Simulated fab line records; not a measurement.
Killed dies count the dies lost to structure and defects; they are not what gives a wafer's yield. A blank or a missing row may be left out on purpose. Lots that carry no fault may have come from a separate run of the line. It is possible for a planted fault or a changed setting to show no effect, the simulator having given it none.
The tool behind it: which one? :: flow sky130 :: route of 708 steps, sampled at 1 step: 7 lots, 20 wafers

## WHAT THE GAUGES READ, wafer by wafer
SKY_NWELL_RS_MEAS_29: measurement is done with a four-point probe.
lot: L488
measured: day 5 22:23
on: filmMetro-04
NWELL_RS (ohm/sq): 623.5 625.3 623.6

lot: L491
measured: day 6 17:41
on: filmMetro-01
NWELL_RS (ohm/sq): 625.5 625.7 625.8

lot: L496
measured: day 8 03:21
on: filmMetro-04
NWELL_RS (ohm/sq): 623.3 622.2

lot: L501
measured: day 9 10:22
on: filmMetro-04
NWELL_RS (ohm/sq): 625.3 624.4 623.9

lot: L503
measured: day 9 18:23
on: filmMetro-01
NWELL_RS (ohm/sq): 624.5 626.9 621.7

lot: L507
measured: day 10 22:14
on: filmMetro-02
NWELL_RS (ohm/sq): 624.6 625.0 625.1

lot: L509
measured: day 11 09:50
on: filmMetro-01
NWELL_RS (ohm/sq): 625.2 624.1 624.1

## WHICH TOOL RAN EACH LOT (tool, then ch and the chambers of the sampled wafers, then the start)
Record: no process step prior to these readings.

## THE ANSWER, worked out from the rows above alone
Rule: what is usual is taken from the lots themselves. Put in order of their means at a reading, lots are off if they are a third of the lots or fewer, leave a main group of 4 or more, and stand apart from it by a gap of 3 or more times the standard deviation of the main group's means; of several such gaps the widest counts. Not used: any main group whose means are identical at the precision the tables above print for the reading. Also off: a lot with no number at a reading for which 4 or more lots have one. Where the step has rows for the other lots, those lots are counted as sound.
No lot is off at any reading shown: from this, nothing can be told.

## WHAT WAS PUT IN BY THE SIMULATOR
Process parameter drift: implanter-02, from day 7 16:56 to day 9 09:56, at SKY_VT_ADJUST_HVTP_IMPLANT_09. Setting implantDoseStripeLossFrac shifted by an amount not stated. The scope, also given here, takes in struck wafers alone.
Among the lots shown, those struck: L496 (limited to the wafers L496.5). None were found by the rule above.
